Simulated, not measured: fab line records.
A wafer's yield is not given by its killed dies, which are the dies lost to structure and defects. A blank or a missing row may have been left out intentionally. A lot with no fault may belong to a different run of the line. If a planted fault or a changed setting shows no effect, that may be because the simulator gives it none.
fab line records    flow sky130
[record] lots = 14  wafers = 42  lastDay = 50
route steps=708 shown LDD_LDN@302 SD_N@348 PAD_OPEN@708
lots that met no fault: from a run of the same line without faults
startH: hours from the record's opening day to when the first of the lot's shown wafers began    waitH: hours since the lot's step before    " as in the row above    L1.1+2: several wafers, shown together as one row    - either no value or no given start    * or withheld: withheld    < > ~ a bound
route shown NAME@n: a module of which the file shows steps, and the number in the route of the first    usual: mean/standard deviation taken from wafers without a fault    same: alike in all rows    chamber/n: place in a boat    sites: per-site readings    _std_site: their standard deviation    _edge_site: the outer-site mean with the inner-site mean subtracted    radiusMm: how far each site lies from the wafer's centre    mask NAME#n: copy n    behind: the tool/chamber that last shaped the wafer    hold: cause of the lot's hold/its duration in hours/its outcome    device: transistor that didn't switch, given as n, p or np    end of line: tests run on the same wafers once the route is complete    step lacking rows: just its recipe    killed: at the first sort, the dies lost to defects and structure; wafer yield is something else    map: the dies of a wafer, with x for killed, . for not killed, _ for no die there
set.NAME: the setting as run; set.NAME@STEP: as run at that earlier step    model.NAME: the simulator's own value behind a step, which no gauge read
one table for each step of the route and one row for each wafer, over a sample of lots
services: a tool's chamber out of use, with start hour (startH, from the record's first day; less than 0 if before it), hours out, and reason
[[steps]]
[step SKY_LDD_LDN_TW_MEAS_13]
[usual] LDD_LDN_TW = 1484/12
lot.wafer  tool          chamber  startH  waitH  LDD_LDN_TW
L917.2     filmMetro-03  -        517.48  0.1    1472
L917.3     "             -        "       "      1466
L917.6     "             -        "       "      1469
L919.4     filmMetro-01  -        555.53  0.1    1498
L919.5     "             -        "       "      1499
L919.6     "             -        "       "      1496
L921.3     filmMetro-01  -        560.57  0.1    1499
L921.4     "             -        "       "      1499
L921.6     "             -        "       "      1492
L922.1     filmMetro-03  -        567.76  0.1    1469
L922.5     "             -        "       "      1468
L922.6     "             -        "       "      1464
L924.1     filmMetro-03  -        586.00  0.1    1482
L924.2     "             -        "       "      1471
L924.5     "             -        "       "      1475
L927.2     filmMetro-03  -        624.07  0.1    1463
L927.3     "             -        "       "      1471
L927.4     "             -        "       "      1466
L928.3     filmMetro-03  -        626.19  0.1    1467
L928.4     "             -        "       "      1479
L928.5     "             -        "       "      1476
L929.1     filmMetro-04  -        634.55  0.1    1495
L929.2     "             -        "       "      1487
L929.4     "             -        "       "      1489
L931.1     filmMetro-01  -        653.07  0.1    1494
L931.2     "             -        "       "      1494
L931.5     "             -        "       "      1497
L932.3     filmMetro-04  -        658.77  0.1    1486
L932.4     "             -        "       "      1490
L932.5     "             -        "       "      1486
L936.1     filmMetro-03  -        693.67  0.1    1466
L936.3     "             -        "       "      1470
L936.5     "             -        "       "      1471
L935.2     filmMetro-01  -        693.81  0.1    1496
L935.3     "             -        "       "      1494
L935.5     "             -        "       "      1493
L937.3     filmMetro-04  -        697.09  0.1    1490
L937.4     "             -        "       "      1493
L937.6     "             -        "       "      1495
L940.2     filmMetro-04  -        716.80  0.1    1496
L940.3     "             -        "       "      1500
L940.4     "             -        "       "      1491
[step SKY_SD_N_DEVELOP_06]
[recipe] resist = NOVOLAK  developer = TMAH  developTimeS = 60  devTempC = 23
[usual] developerTempC = 23.02/0.094
[same] developTimeS = 60
lot.wafer  tool           chamber  startH  waitH  developerTempC
L917.2     lithoTrack-03  0        639.05  0.1    23.01
L917.3     "              0        "       "      22.97
L917.6     "              0        "       "      23.09
L919.4     lithoTrack-03  0        673.90  0.1    22.83
L919.5     "              0        "       "      22.95
L919.6     "              0        "       "      22.89
L921.3     lithoTrack-04  0        680.48  0.1    23.06
L921.4     "              0        "       "      23.01
L921.6     "              0        "       "      22.98
L922.1     lithoTrack-01  0        686.71  0.1    23.00
L922.5     "              0        "       "      23.04
L922.6     "              0        "       "      23.06
L924.1     lithoTrack-03  0        702.82  0.1    23.07
L924.2     "              0        "       "      23.10
L924.5     "              0        "       "      23.17
L927.2     lithoTrack-01  0        739.24  0.1    23.05
L927.3     "              0        "       "      23.09
L927.4     "              0        "       "      23.08
L928.3     lithoTrack-03  0        740.02  0.1    22.97
L928.4     "              0        "       "      23.10
L928.5     "              0        "       "      23.12
L929.1     lithoTrack-04  0        747.48  0.1    22.96
L929.2     "              0        "       "      23.10
L929.4     "              0        "       "      23.12
L931.1     lithoTrack-03  0        767.17  0.1    23.01
L931.2     "              0        "       "      22.93
L931.5     "              0        "       "      22.91
L932.3     lithoTrack-04  0        772.68  0.1    23.11
L932.4     "              0        "       "      23.08
L932.5     "              0        "       "      23.11
L935.2     lithoTrack-01  0        805.74  0.1    23.08
L935.3     "              0        "       "      22.97
L935.5     "              0        "       "      22.92
L936.1     lithoTrack-01  0        806.32  0.1    22.07
L936.3     "              0        "       "      22.27
L936.5     "              0        "       "      22.21
L937.3     lithoTrack-01  0        807.57  0.1    22.18
L937.4     "              0        "       "      22.18
L937.6     "              0        "       "      22.14
L940.2     lithoTrack-04  0        829.76  0.1    23.02
L940.3     "              0        "       "      22.99
L940.4     "              0        "       "      22.92
[step SKY_SD_N_TW_MEAS_12]
[usual] SD_N_TW = 4013/23
lot.wafer  tool          chamber  startH  waitH  SD_N_TW
L917.2     filmMetro-04  -        639.74  0.1    4032
L917.3     "             -        "       "      3995
L917.6     "             -        "       "      4011
L919.4     filmMetro-02  -        674.56  0.1    4019
L919.5     "             -        "       "      3993
L919.6     "             -        "       "      4025
L921.3     filmMetro-04  -        681.16  0.1    4023
L921.4     "             -        "       "      4027
L921.6     "             -        "       "      4044
L922.1     filmMetro-01  -        687.42  0.1    4025
L922.5     "             -        "       "      4035
L922.6     "             -        "       "      4022
L924.1     filmMetro-04  -        703.53  0.1    4014
L924.2     "             -        "       "      3992
L924.5     "             -        "       "      4012
L927.2     filmMetro-01  -        739.93  0.1    3977
L927.3     "             -        "       "      3974
L927.4     "             -        "       "      4021
L928.3     filmMetro-01  -        740.70  0.1    3967
L928.4     "             -        "       "      3958
L928.5     "             -        "       "      3968
L929.1     filmMetro-02  -        748.19  0.1    4005
L929.2     "             -        "       "      3981
L929.4     "             -        "       "      3994
L931.1     filmMetro-01  -        767.88  0.1    4018
L931.2     "             -        "       "      4018
L931.5     "             -        "       "      4012
L932.3     filmMetro-02  -        773.36  0.1    3994
L932.4     "             -        "       "      3998
L932.5     "             -        "       "      4026
L935.2     filmMetro-01  -        806.46  0.1    4021
L935.3     "             -        "       "      4013
L935.5     "             -        "       "      4021
L936.1     filmMetro-02  -        807.02  0.1    3979
L936.3     "             -        "       "      4000
L936.5     "             -        "       "      3980
L937.3     filmMetro-02  -        808.24  0.1    4019
L937.4     "             -        "       "      4009
L937.6     "             -        "       "      4012
L940.2     filmMetro-01  -        830.45  0.1    4027
L940.3     "             -        "       "      4013
L940.4     "             -        "       "      4024
[step SKY_SD_N_RS_MEAS_16]
[recipe] thkMeasGauge = four-point-probe
[usual] SD_N_RS = 68.55/0.13
lot.wafer  tool          chamber  startH  waitH  SD_N_RS[ohm/sq]
L917.2     filmMetro-02  -        640.04  0.1    68.48
L917.3     "             -        "       "      68.55
L917.6     "             -        "       "      68.49
L919.4     filmMetro-04  -        674.87  0.1    68.67
L919.5     "             -        "       "      68.70
L919.6     "             -        "       "      68.67
L921.3     filmMetro-01  -        681.46  0.1    68.78
L921.4     "             -        "       "      68.55
L921.6     "             -        "       "      68.73
L922.1     filmMetro-02  -        687.70  0.1    68.60
L922.5     "             -        "       "      68.42
L922.6     "             -        "       "      68.47
L924.1     filmMetro-01  -        703.81  0.1    68.65
L924.2     "             -        "       "      68.68
L924.5     "             -        "       "      68.61
L927.2     filmMetro-01  -        740.22  0.1    68.46
L927.3     "             -        "       "      68.55
L927.4     "             -        "       "      68.51
L928.3     filmMetro-04  -        741.00  0.1    68.73
L928.4     "             -        "       "      68.76
L928.5     "             -        "       "      68.70
L929.1     filmMetro-04  -        748.47  0.1    68.82
L929.2     "             -        "       "      68.54
L929.4     "             -        "       "      68.54
L931.1     filmMetro-01  -        768.16  0.1    68.40
L931.2     "             -        "       "      68.46
L931.5     "             -        "       "      68.81
L932.3     filmMetro-01  -        773.67  0.1    68.44
L932.4     "             -        "       "      68.59
L932.5     "             -        "       "      68.55
L935.2     filmMetro-04  -        806.76  0.1    68.84
L935.3     "             -        "       "      68.65
L935.5     "             -        "       "      68.69
L936.1     filmMetro-02  -        807.30  0.1    68.52
L936.3     "             -        "       "      68.67
L936.5     "             -        "       "      68.62
L937.3     filmMetro-01  -        808.54  0.1    68.81
L937.4     "             -        "       "      68.79
L937.6     "             -        "       "      68.61
L940.2     filmMetro-02  -        830.74  0.1    68.57
L940.3     "             -        "       "      68.47
L940.4     "             -        "       "      68.50
[step SKY_PAD_OPEN_PROBE_99]
[usual] killed_at_M0_to_M3 = 43/7.4  killed_at_M4_up = 3.1/1.9  killedAtContacts = 25/5.4  killedAtFrontEnd = 15/4.3  killedAtOther = 0.3/0.54  killedDies = 86/10  killedOpen = 46/7.4  killedShort = 40/7
[same] grossDies = 492  killedAtBackSide = 0
lot.wafer  tool       chamber  startH   waitH  killed_at_M0_to_M3  killed_at_M4_up  killedAtContacts  killedAtFrontEnd  killedAtOther  killedDies  killedOpen  killedShort
L924.1     prober-02  -        1119.84  0.1    40                  9                26                22                0              97          46          50
L924.2     prober-02  -        1119.89  0.1    35                  2                30                13                1              81          44          37
L924.5     prober-02  -        1120.04  0.2    42                  4                20                16                0              82          43          39
L929.1     prober-01  -        1150.98  0.1    40                  3                26                11                1              81          46          34
L929.2     prober-01  -        1151.03  0.1    50                  3                14                12                1              80          43          35
L929.4     prober-01  -        1151.13  0.2    48                  4                28                18                0              98          45          50
// killed by level:class
L924.1 METAL4:geometricParticle:short=9 VIA1:geometricParticle:open=8 CONTACT:geometricParticle:open=7 LI_CONTACT:geometricParticle:open=7 VIA2:geometricParticle:short=7 FIELD_ISO:geometricParticle:short=6 LI_CONTACT:geometricParticle:short=6 VIA2:geometricParticle:open=6
L924.2 CONTACT:geometricParticle:open=9 VIA1:geometricParticle:open=9 LI_CONTACT:geometricParticle:open=8 LOCAL_INTERCONNECT:geometricParticle:short=5 VIA2:geometricParticle:open=5 LI_CONTACT:geometricParticle:short=4 VIA3:geometricParticle:short=4 SPACER:geometricParticle:short=3
L924.5 VIA3:geometricParticle:open=8 CONTACT:geometricParticle:open=7 METAL2:geometricParticle:short=7 VIA1:geometricParticle:open=6 VIA2:geometricParticle:open=6 VIA1:geometricParticle:short=5 FIELD_ISO:geometricParticle:short=4 FIELD_ISO:geometricParticle:open=4
L929.1 VIA1:geometricParticle:open=10 CONTACT:geometricParticle:open=8 LI_CONTACT:geometricParticle:open=8 METAL2:geometricParticle:short=6 POLY_GATE:geometricParticle:short=5 VIA1:geometricParticle:short=4 VIA2:geometricParticle:open=4 VIA3:geometricParticle:open=4
L929.2 VIA2:geometricParticle:open=13 VIA2:geometricParticle:short=7 VIA3:geometricParticle:open=7 LI_CONTACT:geometricParticle:open=5 VIA3:geometricParticle:short=5 POLY_GATE:geometricParticle:open=4 CONTACT:geometricParticle:open=4 VIA1:geometricParticle:short=4
L929.4 METAL2:geometricParticle:short=11 VIA1:geometricParticle:open=11 LI_CONTACT:geometricParticle:short=7 VIA2:geometricParticle:open=7 CONTACT:geometricParticle:open=6 VIA3:geometricParticle:open=5 POLY_GATE:geometricParticle:open=4 LI_CONTACT:geometricParticle:open=4
[[services]]
tool           chamber  startH  hours  kind
lithoTrack-01  -        637.59  -      consumableReplace:filter
[[key]]
[firstSign] step = SKY_SD_N_DEVELOP_06  reading = developerTempC  direction = down  sigmas = 9  usual = *  struck = *
effect none on later readings
metAt SKY_SD_N_DEVELOP_06
struckLots L936,L937
testerLeftOut L936,L937
notActingAt SKY_LDD_LDN_TW_MEAS_13,SKY_SD_N_TW_MEAS_12,SKY_SD_N_RS_MEAS_16
onsetBetween 805.74 806.32
[fault] kind = processParameterDrift  tool = lithoTrack-01  chamber = -  onsetH = 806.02  steps = SKY_SD_N_DEVELOP_06  channel = devTempC  offset = *  shape = step  endH = 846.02  actsIn = *  stated = *
// testerLeftOut: of these lots the tester's yield and bins aren't shown, on N5 and GAA mostly nor the transistor test; their killed dies are dies lost to structure and defects alone, not to doping, threshold or leakage, so they don't give the yield
